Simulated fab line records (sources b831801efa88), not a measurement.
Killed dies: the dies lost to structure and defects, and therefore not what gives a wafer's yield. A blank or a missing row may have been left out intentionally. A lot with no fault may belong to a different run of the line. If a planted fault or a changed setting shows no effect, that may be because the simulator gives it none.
Chamber matching ; flow gf180mcu ; GF_POLY_GATE_ETCH_12 on rie_diel-04 has 3 sister chambers
The step etches BARC in N2/H2. 14 wafers are shown with their chamber, then 5 later ones without.

## WAFERS WITH THEIR CHAMBER
wafer;chamber;drypump_motor_current_A (A);h2_flow_sccm (sccm);n2_flow_sccm (sccm)
L529.1;3;5.8;199.9;100.47
L529.3;2;5.5;200.4;100.09
L529.5;2;5.5;200.0;99.68
L530.1;2;5.5;200.6;99.81
L530.5;1;5.4;199.5;100.04
L530.6;2;5.5;200.2;99.47
L532.2;2;5.5;200.3;100.19
L532.3;3;5.8;200.9;100.48
L532.4;1;5.3;198.8;99.88
L534.2;1;5.3;199.1;100.32
L534.4;2;5.6;200.2;99.47
L534.6;1;5.4;199.5;100.42
L535.1;2;5.5;199.6;99.70
L535.2;3;5.8;199.6;99.86

SIGNATURES (averages over the wafers above)
reading;chamber 1;chamber 2;chamber 3;scatter within a chamber
drypump_motor_current_A;5.350;5.514;5.800;0.0411
h2_flow_sccm;199.225;200.186;200.133;0.414
n2_flow_sccm;100.1650;99.7729;100.2700;0.288
Rule: distance of a wafer from a chamber = root of the sum over the readings of ((wafer's reading minus chamber's mean) / reading's scatter) squared. The wafer belongs to the nearest chamber; if the next one is less than 2 further off, it can't be placed. The scatter is the square root of a quotient: the sum, over the shown wafers, of each reading's squared deviation from its chamber's mean, divided by wafers minus chambers.

## WAFERS MISSING THEIR CHAMBER
wafer;drypump_motor_current_A (A);h2_flow_sccm (sccm);n2_flow_sccm (sccm)
L535.6;5.8;200.0;99.67
L538.1;5.4;199.2;99.74
L538.6;5.8;198.9;99.37
L541.4;5.6;200.7;100.28
L541.6;5.8;199.9;99.77

## THE CHAMBER EACH PASSED THROUGH
wafer;from the rows above;in truth
L535.6;3;3
L538.1;can't be placed: 1 or 2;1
L538.6;3;3
L541.4;2;2
L541.6;3;3
Placed correctly: 4 of 5. Unplaceable from these rows: 1, with the true chamber sitting among the candidates in 1. Number placed wrongly: 0.
